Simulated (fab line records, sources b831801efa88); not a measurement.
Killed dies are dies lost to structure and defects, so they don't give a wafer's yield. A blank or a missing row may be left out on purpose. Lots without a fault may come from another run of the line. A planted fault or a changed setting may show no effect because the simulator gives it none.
One fault seen from 2 desks | flow gf180mcu | each desk has only its own numbers; what lay behind them comes last

THE TOOL OWNER'S DESK: implanter-04
The tool's own readings at GF_VT_IMPLANT_IMPLANT_19: means of the sampled wafers that have a number, for each lot that ran on this tool. A lot is out of limits, marked OUT, if its mean lies more than 4 standard deviations from the usual mean; the brackets give that distance.
Columns: A = dose_ions_cm2 at GF_VT_IMPLANT_IMPLANT_19, usual 4.351e+12; B = faraday_current_uA at GF_VT_IMPLANT_IMPLANT_19, usual 24.5
lot  | first seen here | A                   | B
L833 | day 6 07:14     | 4.355e+12           | 25.1
L839 | day 7 17:52     | 4.348e+12           | 24.5
L843 | day 8 21:29     | 4.343e+12           | 24.7
L847 | day 9 21:28     | 4.613e+12 (+58) OUT | 25.4
L849 | day 10 14:58    | 4.608e+12 (+57) OUT | 26.3
This desk's finding: out of limits on L847, L849; first on L847, day 9 21:28 (dose_ions_cm2 at GF_VT_IMPLANT_IMPLANT_19). In limits: L833, L839, L843.

THE METROLOGY DESK
What the gauges read, lot by lot, whatever tool the lot ran on: means of the sampled wafers that have a number. A lot is out of limits, marked OUT, if its mean lies more than 4 standard deviations from the usual mean; the brackets give that distance.
Columns: A = MVPSD_RS at GF_VT_IMPLANT_RS_MEAS_49, usual 1169.6 ohm/sq
lot  | first seen here | A
L833 | day 7 15:00     | 1169.6
L834 | day 7 20:15     | 1171.4
L836 | day 8 08:16     | 1167.2
L837 | day 8 16:48     | 1169.8
L838 | day 9 00:45     | 1172.7
L839 | day 9 04:06     | 1166.1
L843 | day 10 09:23    | 1166.8
L847 | day 11 11:37    | 1173.0
L849 | day 12 06:21    | 1170.8
L850 | day 12 11:58    | 1171.0
L853 | day 13 09:11    | 1174.2
L855 | day 13 19:41    | 1168.4
L856 | day 14 03:49    | 1169.6
This desk's finding: nothing out of limits on any of the 13 lots.

PUT TOGETHER
The tool owner's desk could have raised an alarm at day 9 21:28, on L847, L849.
The metrology desk saw nothing out of limits.
The metrology desk has L847, L849 on record, within its limits.
Of the lots named, all ran GF_VT_IMPLANT_IMPLANT_19 on implanter-04.

WHAT THE SIMULATOR HAD PUT IN
Process parameter drift: implanter-04, from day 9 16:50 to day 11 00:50, at GF_VT_IMPLANT_IMPLANT_19. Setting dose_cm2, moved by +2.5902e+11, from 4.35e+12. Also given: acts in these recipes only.
Lots struck among those shown: L847, L849.
Hours from the fault's start to each desk's first reading out of limits: the tool owner's desk, 5.
